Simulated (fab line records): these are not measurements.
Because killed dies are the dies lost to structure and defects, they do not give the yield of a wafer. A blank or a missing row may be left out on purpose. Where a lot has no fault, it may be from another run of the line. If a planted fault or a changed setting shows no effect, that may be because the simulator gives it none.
Which tool did it? ; flow gf180mcu ; 14 lots, 42 wafers sampled, at 1 step of a route of 602

== WHAT THE GAUGES SHOWED, per wafer ==
GF_V3_OVL_MEAS_15.
lot;measured;on;V3_OVL (nm)
L266;day 22 08:16;overlay-01;-3 1 3
L267;day 22 15:29;overlay-01;-3 2 2
L275;day 25 15:36;overlay-01;6 4 9
L276;day 25 22:31;overlay-01;-3 -5 0
L277;day 26 04:19;overlay-01;5 5 2
L279;day 26 20:28;overlay-02;1 -8 -1
L280;day 27 01:07;overlay-02;11 4 5
L281;day 27 14:22;overlay-02;-11 -4 -12
L283;day 27 21:32;overlay-02;-8 1 0
L284;day 28 05:05;overlay-02;-3 -4 -6
L285;day 28 14:38;overlay-02;-6 1 -10
L286;day 28 22:09;overlay-02;5 0 2
L288;day 29 12:22;overlay-02;3 2 0
L289;day 29 20:18;overlay-02;-6 -10 -5

== WHICH TOOL RAN EACH LOT (tool, then ch and the chambers of the sampled wafers, then the start) ==
Before these readings, the record contains no process step.

== WHAT THE TOOLS THEMSELVES READ (means of the sampled wafers that have a number; where no wafer has one, the mark that the record gives instead) ==
The record holds no such reading with a usual standard deviation.

== THE ANSWER, worked out from the rows above alone ==
Rule: the lots themselves supply what counts as usual. The widest of any qualifying gaps counts: lots, ordered by their means at a reading, are off when they make up no more than a third of the lots, leave a main group of 4 or more, and stand apart from it by 3 or more times the standard deviation of that group's means. Not used: any main group whose means are identical at the precision the tables above print for the reading. Also off: a lot with no number at a reading for which 4 or more lots have one. All remaining lots with rows at the step are treated as sound. After the gauges, taken in route order, come the tools' own readings; for these a lot's mean is taken, as printed above. At the first step where some lot is off, the reading lying furthest off is the one used; lots without a number count as furthest.
None of the lots is off at any reading shown; this tells nothing.

== WHAT THE SIMULATOR HAD INSERTED ==
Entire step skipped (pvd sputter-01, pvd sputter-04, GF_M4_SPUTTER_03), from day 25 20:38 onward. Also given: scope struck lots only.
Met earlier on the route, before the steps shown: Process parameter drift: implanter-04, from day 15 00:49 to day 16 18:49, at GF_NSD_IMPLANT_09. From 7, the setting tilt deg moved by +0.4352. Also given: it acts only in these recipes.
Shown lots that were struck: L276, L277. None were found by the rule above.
